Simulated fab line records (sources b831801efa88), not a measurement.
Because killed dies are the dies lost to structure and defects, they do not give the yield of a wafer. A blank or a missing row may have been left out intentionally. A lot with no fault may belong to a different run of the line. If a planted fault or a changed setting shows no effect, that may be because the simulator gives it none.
A lot that was struck, set against a sound lot -- flow sky130 -- 15 out of 708 route steps
Sound: these wafers, L876.4, L876.5, L876.6. Struck: wafer L883.1. (L883.2, L883.5 of the same lot were not struck and are left out.) The cause comes at the end.
Each step with rows lists, per side, the tool, then ch with its chambers, then its first start. Under that, the readings that differ: sound wafers -- struck wafers -- difference of the means -- sigmas: that difference in standard deviations of wafers without a fault.
alike: readings whose means differ by less than 2 such deviations, and words and numbers that are the same on both sides. not compared: withheld readings, readings that some wafer has no value for, bounds like >300 that may hide the same value, and numbers for which the record gives no deviation and whose values overlap.
A row with sigmas, a row that says differs or no value, or rows on one side alone: a step with any of these is where the two part. Numbers that have no deviation but don't overlap get no sigmas and don't part them. A reading that every wafer of one side lacks parts them only if that side has two wafers or more.

first, 6 steps without rows for these wafers: SKY_CONTACT_ETCH_17 (etches SiO2 in C4F8/O2/Ar, stops on Si3N4, target depth 340 nm); SKY_CONTACT_ETCH_18 (etches Si3N4 in CHF3/O2, stops on TiN, time 39 s, target depth 75 nm); SKY_CONTACT_STRIP_19 (strips in O2/N2); SKY_CONTACT_STRIP_20 (strips in post etch residue remover, time 1200 s); SKY_CONTACT_CLEAN_21 (cleans in IPA, time 180 s); SKY_CONTACT_CLEAN_22 (cleans in O3/DIW).
SKY_CONTACT_SPUTTER_23: material TiN, target thk 20 nm, time 80 s.
  sound: pvdSputter-02 at day 33 14:28; struck: pvdSputter-01 at day 35 23:08
  alike: throttleValvePct
SKY_CONTACT_CVD_24: deposits W, target thk 340 nm, time 102.12 s.
  sound on cvdW-01 ch 0,1, day 33 14:34; struck on cvdW-01 ch 1, day 35 23:11
  alike: heaterPowerW
SKY_CONTACT_RS_MEAS_25: the measuring method here is four-point-probe.
  sound: filmMetro-01 at day 33 14:41; struck: filmMetro-01 at day 35 23:18
  alike: CONTACT_W_RS
SKY_CONTACT_THK_MEAS_26: measures by xrf.
  sound: filmMetro-01 at day 33 14:47; struck: filmMetro-01 at day 35 23:25
  alike: CONTACT_W_THK
SKY_CONTACT_CMP_27: polishes, stops on SiO2, t overpolish 15 s, target thk 0 nm.
  sound on cmp-01 ch 0,3, day 33 14:52; struck on cmp-01 ch 3, day 35 23:32
  alike: motorCurrentA, overpolishRunS, platenRpm, slurryFlowMlMin, timeToEndpointS
SKY_METAL1_SPUTTER_00: material Ti, target thk 15 nm, time 10 s.
  sound: pvdSputter-01 at day 33 15:07; struck: pvdSputter-04 at day 35 23:47
  alike: throttleValvePct
SKY_METAL1_SPUTTER_01: material TiN, target thk 20 nm, time 16.7 s.
  sound: pvdSputter-01 at day 33 15:08; struck: pvdSputter-04 at day 35 23:49
reading,sound,struck,difference,sigmas
model.TiN_of_METAL1_SPUTTER_01.thkNm (nm),19.47 19.35 19.68,21.39,+1.89,
  alike: throttleValvePct
SKY_METAL1_SPUTTER_02: material AlCu, target thk 250 nm, time 13.3 s.
  sound: pvdSputter-01 at day 33 15:10; struck: pvdSputter-04 at day 35 23:50
  alike: throttleValvePct
-- the record jumps here: 13 days lie between the struck wafers' starts before and after (it left off in module METAL1 and takes up again in module PAD_OPEN, whose first step shown is number 708 of the route) --
SKY_PAD_OPEN_PROBE_99:
  sound: prober-01 at day 47 09:38; struck: prober-02 at day 49 05:56
reading,sound,struck,difference,sigmas
killedOpen,59 49 54,36,-18,-3
  alike: defectLimitedYield, killed_at_M0_to_M3, killed_at_M4_up, killedAtContacts, killedAtFrontEnd, killedAtOther, killedDies, killedShort, sort_bin_3_pad_short, sort_bin_5_function, sort_bin_6_memory, sortNPass, sortYieldPct

WHERE THEY PART
Only at SKY_PAD_OPEN_PROBE_99, within this record.

WHY: what had been put in by the simulator
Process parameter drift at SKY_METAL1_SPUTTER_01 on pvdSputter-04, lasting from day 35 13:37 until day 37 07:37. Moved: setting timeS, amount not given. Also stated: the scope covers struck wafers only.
